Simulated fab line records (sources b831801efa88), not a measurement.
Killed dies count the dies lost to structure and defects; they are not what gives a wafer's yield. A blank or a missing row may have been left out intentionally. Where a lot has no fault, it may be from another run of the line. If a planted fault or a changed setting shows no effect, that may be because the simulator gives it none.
8D (eight disciplines) problem report, filled in by code | flow gf180mcu | the parts of the form that need people (team, actions taken, sign-off) are left out

## 1. WHAT IS WRONG
Wafers free of any fault read 200.2 nm (standard deviation 2) for POLY_GATE_CVD_00_THK at GF_POLY_GATE_THK_MEAS_01, against a mean of 163.3 nm on 6 wafers of 2 lots. That is -18 standard deviations from the usual mean.
First seen on wafer L377.1, day 10 11:31, on film-metro-02. The record has a number at this step for 33 wafers belonging to 11 lots. Rule for "out", or "out of limits": more than 4 standard deviations from the usual mean. The rest of the wafers with a number are treated as sound.

## 2. WHAT IT IS; WHAT IT IS NOT
question                    | is                     | is not
which readings at this step | POLY_GATE_CVD_00_THK   | -
which lots                  | L377, L379             | L371, L372, L373, L375, L389, L390, L391, L392, L393
which wafers of those lots  | all that have a number | -
read on which gauges        | film-metro-02          | film-metro-01, film-metro-03
when                        | from day 10 11:31      | up to then (12 sound wafers); but 15 sound wafers of L389, L390, L391, L392, L393 came after

## 3. THE SUSPECTS, EACH WITH WHAT RULES IT OUT
Counting: any tool at a process step up to the reading is kept as a suspect provided that every lot that is out went through it and no sound lot did after the first of them.
- the gauge at GF_POLY_GATE_THK_MEAS_01 has been ruled out. All the wafers that are out were read on film-metro-02, but those of them that GF_POLY_GATE_CVD_00 has rows for are out there too, on other tools.
- plasma-asher-04 at GF_LVPWELL_STRIP_10 (strips in O2/N2): ruled out as a lasting fault. Following L377 (day 5 14:06), the first lot on it that is out, the sound lots L389, L390, L391 were run on it.
- lpcvd-01 at GF_POLY_GATE_CVD_00 (deposits poly-Si, target thk 200 nm, time 1200 s): ruled out as a lasting fault. Following L377 (day 10 10:11), the first lot on it that is out, the sound lots L389, L390, L391, L392, L393 were run on it.
Left after counting: nothing in the record.

## 4. THE CAUSE (what the simulator had put in)
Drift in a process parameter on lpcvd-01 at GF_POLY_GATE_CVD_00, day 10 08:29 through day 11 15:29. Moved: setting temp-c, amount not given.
It was ruled out by counting, in error; the rule expects a fault to strike all lots run on its tool from its start on, and this fault did not.

## 5. THE EFFECT CHAIN, in route order
Rows list readings where the struck wafers' mean (over those with a number) sits beyond 3 standard deviations from the usual. Readings are gone through only where the record gives a usual standard deviation; hours: the median, over the lots, of the time from a lot's start at the first step in this table giving one to that lot's start at this step; sigmas: the change measured in usual standard deviations.
hours | step                     | reading              | usual      | on struck wafers | change | sigmas
0     | GF_POLY_GATE_CVD_00      | spike-tc-bottom-C    | 637.0 C    | 629.7            | -7.3   | -4.3
0     | GF_POLY_GATE_CVD_00      | spike-tc-centre-C    | 620.7 C    | 612.9            | -7.9   | -5.6
0     | GF_POLY_GATE_CVD_00      | spike-tc-lower-C     | 619.7 C    | 609.9            | -9.8   | -7.0
0     | GF_POLY_GATE_CVD_00      | spike-tc-top-C       | 638.6 C    | 629.5            | -9.1   | -5.7
0     | GF_POLY_GATE_CVD_00      | spike-tc-upper-C     | 619.2 C    | 610.7            | -8.5   | -6.1
0     | GF_POLY_GATE_CVD_00      | susceptor-temp-C     | 620.00 C   | 611.41           | -8.59  | -30
1     | GF_POLY_GATE_THK_MEAS_01 | POLY_GATE_CVD_00_THK | 200.2 nm   | 163.3            | -36.9  | -18
20    | GF_POLY_GATE_ETCH_13     | oes-product-au       | 0.984 a.u. | 0.860            | -0.124 | -18
The process steps in it:
- GF_POLY_GATE_CVD_00: deposits poly-Si, target thk 200 nm, time 1200 s.
- GF_POLY_GATE_ETCH_13: etches poly-Si in HBr/Cl2, stops on SiO2, target depth 198.5 nm, time 72.55 s.
Later measuring or inspecting steps at which every struck wafer that the step has a row for has a number for every such reading, and none has moved that far: GF_POLY_GATE_CD_MEAS_10.

## 6. HOW IT WOULD HAVE BEEN CAUGHT EARLIER
3 hours passed between the start of the fault at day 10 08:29 and the first reading out of limits at a measuring or inspecting step in this record, taken at day 10 11:31.
At GF_POLY_GATE_CVD_00, the tool's own readings (spike-tc-lower-C, spike-tc-top-C, spike-tc-upper-C, susceptor-temp-C) were out on each struck wafer the step has a row for, so an alarm limit on them would have fired on the first such wafer.
